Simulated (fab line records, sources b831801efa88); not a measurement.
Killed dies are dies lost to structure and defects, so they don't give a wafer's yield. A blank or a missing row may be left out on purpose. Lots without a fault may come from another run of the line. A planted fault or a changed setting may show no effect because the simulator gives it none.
Chamber matching | flow sky130 | SKY_VIA1_ETCH_14 on rie_diel-03: 4 sister chambers
The step etches BARC in N2/H2, stops on SiO2, time 45.9 s, target depth 60 nm. 16 wafers are shown with their chamber, then 7 later ones without.

WAFERS WITH THEIR CHAMBER
wafer  | chamber | drypump_motor_current_A (A) | throttle_valve_pct (%) | h2_flow_sccm (sccm)
L172.1 | 1       | 6.3                         | 13.225                 | 200.3
L172.4 | 0       | 5.6                         | 13.218                 | 199.3
L172.6 | 0       | 5.6                         | 13.207                 | 199.3
L173.3 | 1       | 6.3                         | 13.213                 | 200.2
L173.5 | 1       | 6.3                         | 13.218                 | 200.7
L173.6 | 2       | 4.8                         | 13.242                 | 199.5
L176.1 | 2       | 4.8                         | 13.231                 | 200.4
L176.2 | 1       | 6.3                         | 13.238                 | 199.6
L176.6 | 0       | 5.7                         | 13.223                 | 199.8
L183.1 | 1       | 6.3                         | 13.214                 | 199.7
L183.4 | 3       | 6.0                         | 13.211                 | 199.8
L188.4 | 2       | 4.8                         | 13.227                 | 199.5
L188.5 | 1       | 6.3                         | 13.238                 | 200.9
L188.6 | 0       | 5.6                         | 13.226                 | 199.6
L191.1 | 2       | 4.8                         | 13.228                 | 200.2
L191.5 | 2       | 4.8                         | 13.220                 | 199.9

SIGNATURES (means of the wafers above)
reading                 | chamber 0 | chamber 1 | chamber 2 | chamber 3 | scatter within a chamber
drypump_motor_current_A | 5.625     | 6.300     | 4.800     | 6.000     | 0.025
throttle_valve_pct      | 13.21850  | 13.22433  | 13.22960  | 13.21100  | 0.00964
h2_flow_sccm            | 199.500   | 200.233   | 199.900   | 199.800   | 0.428
Rule: a wafer's distance from a chamber is the root of the sum, over the readings, of the square of ((its reading less the chamber's mean) divided by the reading's scatter). The wafer belongs to the nearest chamber; if the next one is less than 2 further off, it can't be placed. The scatter: the root of (the sum of the squares of (reading less its chamber's mean) over the shown wafers, divided by (wafers less chambers)).

WAFERS WITHOUT THEIR CHAMBER
wafer  | drypump_motor_current_A (A) | throttle_valve_pct (%) | h2_flow_sccm (sccm)
L191.6 | 6.0                         | 13.222                 | 200.2
L192.1 | 6.0                         | 13.221                 | 200.1
L192.2 | 5.7                         | 13.220                 | 199.4
L192.5 | 4.8                         | 13.223                 | 202.1
L193.2 | 4.8                         | 13.213                 | 200.4
L193.3 | 5.6                         | 13.228                 | 200.4
L193.4 | 6.0                         | 13.220                 | 200.3

WHICH CHAMBER EACH WENT THROUGH
wafer  | from the rows above | in truth
L191.6 | 3                   | 3
L192.1 | 3                   | 3
L192.2 | 0                   | 0
L192.5 | 2                   | 2
L193.2 | 2                   | 2
L193.3 | 0                   | 0
L193.4 | 3                   | 3
Placed correctly: 7 of 7. Can't be placed from these rows: 0. Placed wrongly: 0.
